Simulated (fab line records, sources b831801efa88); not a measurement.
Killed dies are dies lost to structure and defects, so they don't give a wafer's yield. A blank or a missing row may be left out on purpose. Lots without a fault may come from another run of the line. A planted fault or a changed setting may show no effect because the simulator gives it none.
Which tool did it? | flow sky130 | 11 lots, 33 wafers sampled, at 5 steps of a route of 708

WHAT THE GAUGES READ, wafer by wafer
SKY_VIA3_RS_MEAS_22: measures by four-point-probe.
lot  | measured     | on            | VIA3_W_RS (ohm/sq)
L506 | day 40 00:44 | film_metro-04 | 0.294 0.295 0.291
L510 | day 41 06:25 | film_metro-01 | 0.302 0.284 0.300
L511 | day 41 16:16 | film_metro-01 | 0.294 0.295 0.282
L518 | day 43 14:10 | film_metro-04 | 0.296 0.297 0.297
L519 | day 44 02:48 | film_metro-01 | 0.285 0.288 0.286
L520 | day 44 06:46 | film_metro-04 | 0.298 0.293 0.294
L521 | day 44 18:30 | film_metro-01 | 0.293 0.300 0.295
L523 | day 45 10:55 | film_metro-02 | 0.298 0.296 0.295
L525 | day 45 12:42 | film_metro-04 | 0.289 0.297 0.296
L526 | day 45 18:16 | film_metro-01 | 0.292 0.290 0.291
L527 | day 45 20:20 | film_metro-04 | 0.297 0.298 0.300

WHICH TOOL RAN EACH LOT (tool, then ch and the chambers of the sampled wafers, then the start)
lot  | SKY_CAPM_CVD_00                 | SKY_METAL3_METAL_ETCH_18          | SKY_METAL3_STRIP_19                  | SKY_VIA3_CVD_21
L506 | pecvd-02 ch 0,1, day 36 16:40   | rie_metal-04 ch 1, day 38 21:53   | plasma_asher-01 ch 0,1, day 38 22:04 | cvd_w-01 ch 0,1, day 40 00:36
L510 | pecvd-03 ch 0,1, day 38 01:33   | rie_metal-04 ch 0,1, day 40 03:48 | plasma_asher-03 ch 0,1, day 40 03:59 | cvd_w-01 ch 0,1, day 41 06:17
L511 | pecvd-03 ch 0,2, day 38 11:14   | rie_metal-01 ch 1, day 40 13:29   | plasma_asher-01 ch 0, day 40 13:40   | cvd_w-01 ch 0,1, day 41 16:08
L518 | pecvd-01 ch 1,2, day 40 11:28   | rie_metal-03 ch 1, day 42 12:15   | plasma_asher-04 ch 0,1, day 42 12:33 | cvd_w-02 ch 0, day 43 14:01
L519 | pecvd-03 ch 0,2, day 41 01:55   | rie_metal-04 ch 0,1, day 43 01:56 | plasma_asher-04 ch 0,1, day 43 02:07 | cvd_w-01 ch 0,1, day 44 02:41
L520 | pecvd-01 ch 0,2, day 41 06:07   | rie_metal-04 ch 0,1, day 43 07:06 | plasma_asher-04 ch 0,1, day 43 07:15 | cvd_w-02 ch 0,1, day 44 06:39
L521 | pecvd-02 ch 0,1,2, day 41 18:37 | rie_metal-03 ch 0,1, day 43 17:22 | plasma_asher-03 ch 0, day 43 17:33   | cvd_w-02 ch 0,1, day 44 18:23
L523 | pecvd-02 ch 1,2, day 42 12:19   | rie_metal-01 ch 0,1, day 44 10:26 | plasma_asher-01 ch 0,1, day 44 10:37 | cvd_w-01 ch 1, day 45 10:46
L525 | pecvd-02 ch 0,1, day 42 13:35   | rie_metal-04 ch 0,1, day 44 11:55 | plasma_asher-01 ch 0,1, day 44 12:04 | cvd_w-01 ch 0,1, day 45 12:35
L526 | pecvd-01 ch 0,1,2, day 42 19:47 | rie_metal-03 ch 0, day 44 17:30   | plasma_asher-04 ch 1, day 44 17:54   | cvd_w-01 ch 1, day 45 18:07
L527 | pecvd-02 ch 0,1,2, day 42 23:59 | rie_metal-01 ch 0, day 44 20:52   | plasma_asher-04 ch 0, day 44 21:03   | cvd_w-02 ch 0,1, day 45 20:11
- SKY_CAPM_CVD_00: deposits SiO2, target thk 15.5 nm.
- SKY_METAL3_METAL_ETCH_18: etches the open film in Cl2/BCl3, stops on SiO2, target depth 845 nm, time 183.1 s.
- SKY_METAL3_STRIP_19: strips in O2/N2.
- SKY_VIA3_CVD_21: deposits W, target thk 390 nm, time 117.31 s.

THE ANSWER, worked out from the rows above alone
Rule: what is usual is taken from the lots themselves. Put in order of their means at a reading, lots are off if they are a third of the lots or fewer, leave a main group of 4 or more, and stand apart from it by a gap of 3 or more times the standard deviation of the main group's means; of several such gaps the widest counts. A main group whose means are all the same, to the digits that the tables above print for the reading, isn't used. A lot without any number at a reading at which 4 lots or more have one is off too. The other lots that the step has rows for count as sound.
No lot is off at any reading shown: from this, nothing can be told.

WHAT THE SIMULATOR HAD PUT IN
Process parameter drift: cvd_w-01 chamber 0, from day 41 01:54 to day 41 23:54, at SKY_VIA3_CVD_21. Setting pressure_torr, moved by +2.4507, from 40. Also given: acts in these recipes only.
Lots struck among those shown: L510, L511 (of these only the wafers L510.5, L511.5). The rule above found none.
